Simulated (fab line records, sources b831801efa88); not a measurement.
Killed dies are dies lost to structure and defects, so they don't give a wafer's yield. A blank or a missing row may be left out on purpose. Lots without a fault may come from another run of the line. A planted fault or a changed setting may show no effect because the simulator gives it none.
fab line records | flow sfq_line
record lots=5 wafers=15 last_day=92
route steps=325 shown L0V@17 M0@28 I0@43 M1@58 M8@325
lots that met no fault: from a run of the same line without faults
start_h: hours from the record's first day to the start of the lot's first wafer shown | wait_h: hours since the lot's step before | " the same as in the row above | L1.1+2: a row that stands for several wafers | - no value, or no start given | * or withheld: withheld | < > ~ a bound
route shown NAME@n: a module of which the file shows steps, and the number in the route of the first | usual: mean/standard deviation of fault-free wafers | same: alike in all rows | chamber/n: place in a boat | sites: the reading at each site | _std_site: their standard deviation | _edge_site: outer sites' mean less inner sites' | radius_mm: how far each site lies from the wafer's centre | mask NAME#n: copy n | behind: the tool/chamber that last shaped the wafer | hold: why the lot was held/for how many hours/how that ended | device: the transistor (n, p or np) that didn't switch | end of line: the same wafers' tests at the end of the route | a step without rows: its recipe alone | killed: dies lost to structure and defects at the first sort, not the wafer's yield | map: a wafer's dies, x killed, . not, _ none there
set.NAME: the setting as run; set.NAME@STEP: as run at that earlier step | model.NAME: the simulator's own value behind a step, which no gauge read
lots at some steps of the route; a table a step, a row a wafer
services: from which hour (start_h, from the record's first day; less than 0 if before it) a tool's chamber was out of use, for how many hours, and why
## steps
# step SFQ_TRILAYER_L0_VIA_LITHO_COAT_018
# recipe resist=BARC spin_rpm=3000 resist_thk_nm=62
# step SFQ_TRILAYER_L0_VIA_LITHO_COAT_013
# recipe resist=KrF spin_rpm=3000 resist_thk_nm=650
# step SFQ_TRILAYER_L0_VIA_LITHO_SOFTBAKE_017
# recipe temp_c=withheld time_s=withheld resist=KrF
# step SFQ_TRILAYER_L0_VIA_LITHO_EXPOSE_014
# recipe mask_id=L0V na=0.6 source_shape=conventional sigma_outer=0.65 target_cd_nm=700 dose_mj=21.3
# step SFQ_TRILAYER_L0_VIA_LITHO_PEB_016
# recipe peb_temp_c=115 peb_time_s=60 resist=KrF
# step SFQ_TRILAYER_L0_VIA_LITHO_DEVELOP_015
# recipe time_s=60 resist=KrF
# step SFQ_L0V_OVL_MEAS_903
# usual L0V_OVL=-1/4.9
# columns lot.wafer tool chamber start_h wait_h L0V_OVL[nm]
L539.2 overlay-02 - 211.32 0.1 -1
L539.5 " - " " -6
L539.6 " - " " -6
L541.1 overlay-02 - 222.21 0.1 -2
L541.2 " - " " 2
L541.6 " - " " 0
L548.2 overlay-02 - 273.94 0.1 0
L548.4 " - " " 1
L548.5 " - " " -4
L552.1 overlay-01 - 299.88 0.1 -1
L552.5 " - " " -1
L552.6 " - " " -2
L554.1 overlay-02 - 314.28 0.1 -4
L554.3 " - " " -5
L554.4 " - " " 1
# step SFQ_TRILAYER_L0_VIA_BARC_OPEN_VIA_ETCH_021
# recipe mask_material=PR chemistry=O2 target_depth_nm=125 target=BARC source_w=500 bias_w=80 pressure_mtorr=30 time_s=41.7
# usual drypump_motor_current_A=5.4/0.53 oes_product_au=0.685/0.0047
# same time_s=41.7
# columns lot.wafer tool chamber start_h wait_h drypump_motor_current_A oes_product_au rf_hours_counter_h
L539.2 rie_diel-03 0 211.35 0.0 6.5 0.674 5
L539.5 " 2 " " 5.7 0.681 -
L539.6 " 3 " " 4.7 0.682 -
L541.1 rie_diel-02 1 222.25 0.0 5.0 0.686 136
L541.2 " 3 " " 5.8 0.681 104
L541.6 " 0 " " 5.5 0.680 -
L548.2 rie_diel-03 2 273.97 0.0 5.8 0.692 19
L548.4 " 0 " " 6.5 0.695 6
L548.5 " 2 " " 5.8 0.685 -
L552.1 rie_diel-03 0 299.92 0.0 6.5 0.691 6
L552.5 " 1 " " 5.0 0.687 -
L552.6 " 3 " " 4.7 0.688 -
L554.1 rie_diel-02 1 314.32 0.0 5.0 0.683 0
L554.3 " 0 " " 5.5 0.681 101
L554.4 " 2 " " 5.0 0.688 22
# step SFQ_TRILAYER_L0_VIA_ETCH_VIA_ETCH_016
# recipe target=SiO2 stop_on=MoNx_KI mask_material=PR chemistry=CHF3 target_depth_nm=80 source_w=500 bias_w=80 pressure_mtorr=30 time_s=withheld
# step SFQ_TRILAYER_L0_VIA_STRIP_STRIP_017
# recipe gas=O2 power_w=200 platen_temp_c=40 overash_fraction=0.65 chemistry=O2 pressure_mtorr=50
# step SFQ_TRILAYER_L0_VIA_STRIP_SOLV_CLEAN_018
# recipe chemistry=NMP temp_c=70 time_s=600
# step SFQ_TRILAYER_M0_DEP_PRE_CLEAN_020
# recipe gas=Ar time_s=15 bias_v=250
# step SFQ_TRILAYER_M0_DEP_SPUTTER_019
# recipe material=Nb base_pressure_pa=1.33e-06 chamber_pressure_pa=0.1333 substrate_temp_c=20 resputter_cathode_voltage_v=400 target_thk_nm=200 power_w=2000 time_s=133.3
# usual cathode_dc_power_W=2000.0/0.35 throttle_valve_pct=29.7/0.76
# columns lot.wafer tool chamber start_h wait_h cathode_dc_power_W throttle_valve_pct model.Nb_of_TRILAYER_M0_DEP_SPUTTER_019.thk_nm
L539.2 pvd_sputter-04 - 212.41 0.0 1999.2 29.3 198.7
L539.5 " - " " 1999.9 30.7 196.4
L539.6 " - " " 1999.7 31.2 199
L541.1 pvd_sputter-06 - 223.13 0.0 1999.8 29.8 202.9
L541.2 " - " " 1999.8 28.6 200.9
L541.6 " - " " 2000.1 30.1 200.8
L548.2 pvd_sputter-04 - 274.86 0.0 2000.0 30.4 199.9
L548.4 " - " " 1999.8 30.6 201.3
L548.5 " - " " 2000.5 29.3 190.9
L552.1 pvd_sputter-05 - 300.81 0.0 2000.2 29.4 199.2
L552.5 " - " " 2000.1 29.6 197.8
L552.6 " - " " 1999.8 30.1 198.9
L554.1 pvd_sputter-05 - 315.21 0.0 1999.5 28.6 204.5
L554.3 " - " " 1999.9 29.6 200.1
L554.4 " - " " 2000.0 29.3 200.8
# step SFQ_M0_RS_MEAS_904
# recipe thk_meas_gauge=four-point-probe reads=Nb_of_TRILAYER_M0_DEP_SPUTTER_019
# usual M0_NB_RS=0.892/0.01
# columns lot.wafer tool chamber start_h wait_h M0_NB_RS[ohm/sq]
L539.2 film_metro-01 - 212.52 0.1 0.897
L539.5 " - " " 0.908
L539.6 " - " " 0.895
L541.1 film_metro-02 - 223.22 0.0 0.877
L541.2 " - " " 0.884
L541.6 " - " " 0.886
L548.2 film_metro-02 - 274.97 0.1 0.888
L548.4 " - " " 0.883
L548.5 " - " " 0.930
L552.1 film_metro-02 - 300.90 0.0 0.892
L552.5 " - " " 0.900
L552.6 " - " " 0.893
L554.1 film_metro-02 - 315.30 0.0 0.870
L554.3 " - " " 0.889
L554.4 " - " " 0.886
# step SFQ_TRILAYER_M0_LITHO_COAT_026
# recipe resist=BARC spin_rpm=3000 resist_thk_nm=62
# step SFQ_TRILAYER_M0_LITHO_COAT_021
# recipe resist=KrF spin_rpm=3000 resist_thk_nm=600
# step SFQ_TRILAYER_M0_LITHO_SOFTBAKE_025
# recipe temp_c=withheld time_s=withheld resist=KrF
# step SFQ_TRILAYER_M0_LITHO_EXPOSE_022
# recipe mask_id=M0 na=0.6 source_shape=conventional sigma_outer=0.65 target_cd_nm=500 dose_mj=14.4
# step SFQ_TRILAYER_M0_LITHO_PEB_024
# recipe peb_temp_c=115 peb_time_s=60 resist=KrF
# step SFQ_TRILAYER_M0_LITHO_DEVELOP_023
# recipe time_s=60 resist=KrF
# step SFQ_M0_OVL_MEAS_906
# usual M0_OVL=0/5.7
# columns lot.wafer tool chamber start_h wait_h M0_OVL[nm]
L539.2 overlay-01 - 315.49 0.1 5
L539.5 " - " " 5
L539.6 " - " " 7
L541.1 overlay-02 - 333.48 0.1 2
L541.2 " - " " 9
L541.6 " - " " 6
L548.2 overlay-01 - 399.39 0.1 -4
L548.4 " - " " -5
L548.5 " - " " -2
L552.1 overlay-01 - 431.91 0.1 -6
L552.5 " - " " -6
L552.6 " - " " -9
L554.1 overlay-02 - 446.23 0.1 3
L554.3 " - " " -2
L554.4 " - " " -7
# step SFQ_TRILAYER_M0_BARC_OPEN_METAL_ETCH_031
# recipe mask_material=PR chemistry=O2 target_depth_nm=125 target=BARC icp_w=600 bias_w=80 pressure_mtorr=10 time_s=41.7
# step SFQ_TRILAYER_M0_ETCH_METAL_ETCH_024
# recipe target=Nb stop_on=SiO2 mask_material=PR chemistry=Cl2/Ar target_depth_nm=240 icp_w=600 bias_w=80 pressure_mtorr=10 time_s=120
# usual drypump_motor_current_A=6.09/0.29 oes_product_au=0.893/0.0067
# same time_s=120
# columns lot.wafer tool chamber start_h wait_h drypump_motor_current_A oes_product_au rf_hours_counter_h model.etch.depth_nm model.M0.feature_depth_nm
L539.2 rie_metal-03 1 315.58 0.0 5.75 0.892 44 198.7 198.7
L539.5 " 1 " " 5.74 0.899 - 196.4 196.4
L539.6 " 0 " " 6.56 0.890 - 199 199
L541.1 rie_metal-02 1 333.58 0.0 5.87 0.891 27 202.9 202.9
L541.2 " 0 " " 6.22 0.896 84 200.9 200.9
L541.6 " 1 " " 5.92 0.906 - 200.8 200.8
L548.2 rie_metal-01 0 399.58 0.1 5.96 0.897 - 199.9 199.9
L548.4 " 0 " " 5.96 0.898 - 201.3 201.3
L548.5 " 0 " " 5.94 0.865 - 190.9 190.9
L552.1 rie_metal-01 0 432.00 0.0 5.96 0.892 22 199.2 199.2
L552.5 " 0 " " 6.01 0.895 - 197.8 197.8
L552.6 " 1 " " 6.08 0.893 - 198.9 198.9
L554.1 rie_metal-02 0 446.33 0.0 6.25 0.897 100 204.5 204.5
L554.3 " 0 " " 6.28 0.898 - 200.1 200.1
L554.4 " 1 " " 5.87 0.901 - 200.8 200.8
# step SFQ_TRILAYER_M0_STRIP_STRIP_025
# recipe gas=O2 power_w=200 platen_temp_c=40 overash_fraction=0.65 chemistry=O2 pressure_mtorr=50
# usual drypump_motor_current_A=6.09/0.29 oes_product_au=1.001/0.0097
# columns lot.wafer tool chamber start_h wait_h drypump_motor_current_A oes_product_au rf_hours_counter_h
L539.2 rie_metal-03 1 315.71 0.1 5.72 0.997 44
L539.5 " 1 " " 5.74 0.989 -
L539.6 " 0 " " 6.61 0.993 -
L541.1 rie_metal-02 1 333.71 0.1 5.88 0.996 28
L541.2 " 0 " " 6.26 0.998 84
L541.6 " 1 " " 5.88 1.015 -
L548.2 rie_metal-01 0 399.99 0.4 5.93 1.011 -
L548.4 " 0 " " 5.94 1.004 -
L548.5 " 0 " " 5.94 1.009 -
L552.1 rie_metal-01 0 432.13 0.1 5.98 1.000 22
L552.5 " 0 " " 5.95 1.004 -
L552.6 " 1 " " 6.07 0.996 -
L554.1 rie_metal-02 0 446.45 0.1 6.25 0.995 100
L554.3 " 0 " " 6.21 0.998 -
L554.4 " 1 " " 5.91 0.987 -
# step SFQ_TRILAYER_M0_STRIP_SOLV_CLEAN_026
# recipe chemistry=NMP temp_c=70 time_s=600
# step SFQ_TRILAYER_I0_DEP_PECVD_027
# recipe material=SiO2 temp_c=150 time_s=111.11 pressure_torr=2.4 rf_w=183.3 precursor=SiH4/N2O target_thk_nm=500
# usual heater_power_w=84/18 throttle_valve_pct=24.4/1.5
# same time_s=111.11
# columns lot.wafer tool chamber start_h wait_h heater_power_w since_wet_clean_h throttle_valve_pct
L539.2 pecvd-02 0 316.48 0.0 60 478 25.6
L539.5 " 0 " " 60 - 25.6
L539.6 " 2 " " 82 - 25.9
L541.1 pecvd-04 1 334.48 0.0 66 1249 26.3
L541.2 " 2 " " 76 1249 24.4
L541.6 " 2 " " 81 - 24.2
L548.2 pecvd-04 1 401.16 0.0 68 1315 26.0
L548.4 " 0 " " 57 - 26.6
L548.5 " 2 " " 85 - 24.2
L552.1 pecvd-03 2 432.90 0.0 88 225 25.1
L552.5 " 1 " " 117 - 22.9
L552.6 " 2 " " 91 - 25.0
L554.1 pecvd-03 2 447.23 0.0 85 239 25.0
L554.3 " 1 " " 102 239 23.3
L554.4 " 2 " " 91 - 24.7
# step SFQ_TRILAYER_I0_CMP_CMP_028
# recipe material=SiO2 down_force_psi=3 platen_rpm=60 pad_velocity_m_s=0.94248
# step SFQ_I0_BOW_MEAS_907
# recipe mode=bow
# usual I0_BOW=2/7.2
# columns lot.wafer tool chamber start_h wait_h I0_BOW[um]
L539.2 film_metro-03 - 329.24 1.0 -6
L539.5 " - " " 3
L539.6 " - " " 2
L541.1 film_metro-04 - 346.83 1.5 7
L541.2 " - " " 7
L541.6 " - " " 0
L548.2 film_metro-02 - 404.26 2.0 2
L548.4 " - " " 12
L548.5 " - " " 5
L552.1 film_metro-02 - 435.98 1.5 -9
L552.5 " - " " 6
L552.6 " - " " 1
L554.1 film_metro-04 - 451.10 2.0 -8
L554.3 " - " " 1
L554.4 " - " " 10
# step SFQ_TRILAYER_I0_METRO_MEASURE_029
# usual thk_nm=199.7/1
# columns lot.wafer tool chamber start_h wait_h thk_nm
L539.2 film_metro-03 - 329.54 0.3 201.0
L539.5 " - " " 200.0
L539.6 " - " " 199.6
L541.1 film_metro-04 - 346.95 0.1 198.5
L541.2 " - " " 198.2
L541.6 " - " " 200.5
L548.2 film_metro-02 - 404.56 0.3 199.9
L548.4 " - " " 200.1
L548.5 " - " " 201.3
L552.1 film_metro-02 - 436.10 0.1 198.4
L552.5 " - " " 199.4
L552.6 " - " " 199.3
L554.1 film_metro-04 - 451.22 0.1 200.2
L554.3 " - " " 200.5
L554.4 " - " " 200.0
# step SFQ_TRILAYER_I0_VIA_LITHO_COAT_036
# recipe resist=BARC spin_rpm=3000 resist_thk_nm=62
# step SFQ_TRILAYER_I0_VIA_LITHO_COAT_031
# recipe resist=KrF spin_rpm=3000 resist_thk_nm=650
# step SFQ_TRILAYER_I0_VIA_LITHO_SOFTBAKE_035
# recipe temp_c=withheld time_s=withheld resist=KrF
# step SFQ_TRILAYER_I0_VIA_LITHO_EXPOSE_032
# recipe mask_id=I0 na=0.6 source_shape=conventional sigma_outer=0.65 target_cd_nm=500 dose_mj=21.3
# step SFQ_TRILAYER_I0_VIA_LITHO_PEB_034
# recipe peb_temp_c=115 peb_time_s=60 resist=KrF
# step SFQ_TRILAYER_I0_VIA_LITHO_DEVELOP_033
# recipe time_s=60 resist=KrF
# step SFQ_I0_OVL_MEAS_908
# usual I0_OVL=0/5.1
# columns lot.wafer tool chamber start_h wait_h I0_OVL[nm]
L539.2 overlay-02 - 460.64 0.1 -4
L539.5 " - " " 8
L539.6 " - " " -3
L541.1 overlay-02 - 477.87 0.1 3
L541.2 " - " " 5
L541.6 " - " " 5
L548.2 overlay-01 - 486.28 0.1 -3
L548.4 " - " " -4
L548.5 " - " " -5
L552.1 overlay-01 - 491.07 0.1 5
L552.5 " - " " 4
L552.6 " - " " 4
L554.1 overlay-01 - 493.47 0.1 -2
L554.3 " - " " 0
L554.4 " - " " -8
# step SFQ_TRILAYER_I0_VIA_BARC_OPEN_VIA_ETCH_046
# recipe mask_material=PR chemistry=O2 target_depth_nm=125 target=BARC source_w=500 bias_w=80 pressure_mtorr=30 time_s=41.7
# usual drypump_motor_current_A=5.5/0.47 oes_product_au=0.685/0.0046
# same time_s=41.7
# columns lot.wafer tool chamber start_h wait_h drypump_motor_current_A oes_product_au rf_hours_counter_h
L539.2 rie_diel-04 3 460.67 0.0 6.0 0.686 58
L539.5 " 1 " " 5.3 0.682 -
L539.6 " 0 " " 5.7 0.684 -
L541.1 rie_diel-02 2 477.91 0.0 5.0 0.693 24
L541.2 " 0 " " 5.5 0.688 103
L541.6 " 0 " " 5.5 0.679 -
L548.2 rie_diel-02 2 486.31 0.0 5.0 0.684 25
L548.4 " 1 " " 5.0 0.683 -
L548.5 " 2 " " 5.0 0.684 -
L552.1 rie_diel-04 0 491.11 0.0 5.7 0.681 24
L552.5 " 2 " " 5.3 0.680 -
L552.6 " 1 " " 5.4 0.690 -
L554.1 rie_diel-01 2 493.51 0.0 6.8 0.682 36
L554.3 " 0 " " 5.6 0.673 3
L554.4 " 3 " " 5.3 0.684 16
# step SFQ_TRILAYER_I0_VIA_ETCH_VIA_ETCH_034
# recipe target=SiO2 stop_on=Nb mask_material=PR taper_deg=20 chemistry=CHF3 target_depth_nm=260 source_w=500 bias_w=80 pressure_mtorr=30 time_s=withheld
# step SFQ_TRILAYER_I0_VIA_STRIP_STRIP_035
# recipe gas=O2 power_w=200 platen_temp_c=40 overash_fraction=0.65 chemistry=O2 pressure_mtorr=50
# step SFQ_TRILAYER_I0_VIA_STRIP_SOLV_CLEAN_036
# recipe chemistry=NMP temp_c=70 time_s=600
# step SFQ_TRILAYER_M1_DEP_PRE_CLEAN_038
# recipe gas=Ar time_s=22.5 bias_v=250
# step SFQ_M8_BOW_MEAS_951
# recipe mode=bow
# usual M8_BOW=8/13
# columns lot.wafer tool chamber start_h wait_h M8_BOW[um] model.etest.m0.ohm_um model.etest.m0.ohm_sq model.etest.i0.link_ohm
L539.2 film_metro-04 - 1927.72 0.0 15 1.784 0.8958 1.989
L539.5 " - " " 23 1.807 0.9063 1.983
L539.6 " - " " 22 1.789 0.8945 1.963
L541.1 film_metro-02 - 1937.42 0.0 4 1.75 0.8773 1.953
L541.2 " - " " 3 1.779 0.8863 1.937
L541.6 " - " " -4 1.772 0.8866 1.94
L548.2 film_metro-02 - 2122.24 0.0 6 1.787 0.8906 1.952
L548.4 " - " " 15 1.778 0.8846 1.939
L548.5 " - " " 7 1.873 0.9324 1.995
L552.1 film_metro-02 - 2205.34 0.0 -10 1.794 0.8935 1.961
L552.5 " - " " 6 1.808 0.8999 1.992
L552.6 " - " " 1 1.787 0.8951 1.953
L554.1 film_metro-03 - 2212.09 0.0 -10 1.752 0.8707 1.942
L554.3 " - " " 0 1.792 0.8898 1.938
L554.4 " - " " 9 1.782 0.8865 1.958
## services
# columns tool chamber start_h hours kind
film_metro-02 - 188.35 0.3 pm
pecvd-03 - 194.25 14.0 pm
pecvd-03 - 196.49 0.6 repair
rie_diel-02 0 198.23 2.0 repair
film_metro-04 - 199.14 1.8 pm
film_metro-02 - 204.21 0.6 pm
pecvd-03 - 212.42 0.6 repair
rie_diel-02 2 216.32 4.4 repair
rie_diel-03 2 224.86 3.7 repair
rie_diel-03 0 239.54 11.6 repair
rie_metal-02 - 253.29 14.6 pm
film_metro-04 - 254.06 1.8 pm
pvd_sputter-04 - 259.47 7.7 repair
pecvd-03 - 276.44 0.7 repair
rie_diel-02 - 276.77 0.5 repair
rie_diel-04 2 277.60 5.1 repair
rie_diel-03 2 297.06 44.8 repair
pecvd-04 0 330.09 5.1 repair
rie_diel-02 0 339.39 1.5 repair
pvd_sputter-05 - 364.57 6.3 repair
rie_diel-02 - 377.74 0.4 repair
rie_metal-01 1 389.06 20.2 repair
rie_diel-02 3 448.99 16.1 repair
rie_metal-02 0 472.82 1.9 repair
## key
first_sign step=SFQ_M0_RS_MEAS_904 reading=M0_NB_RS direction=up sigmas=3.7 usual=0.892 struck=0.930
effect step=SFQ_TRILAYER_M0_ETCH_METAL_ETCH_024 reading=oes_product_au direction=down sigmas=4.3 usual=0.893 struck=0.865
model_effect step=SFQ_TRILAYER_M0_DEP_SPUTTER_019 value=Nb_of_TRILAYER_M0_DEP_SPUTTER_019.thk_nm without=200.5 struck=190.9
model_effect step=SFQ_TRILAYER_M0_ETCH_METAL_ETCH_024 value=etch.depth_nm without=200.5 struck=190.9
model_effect step=SFQ_M8_BOW_MEAS_951 value=etest.m0.ohm_um without=1.784 struck=1.873
met_at SFQ_TRILAYER_M0_DEP_SPUTTER_019
struck_wafers L548.5
onset_between 212.41 274.86
fault kind=process_parameter_drift tool=pvd_sputter-04 chamber=- onset_h=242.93 steps=SFQ_TRILAYER_M0_DEP_SPUTTER_019 channel=time_s offset=* shape=step end_h=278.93 acts_in=* stated=* scope=struck_wafers_only
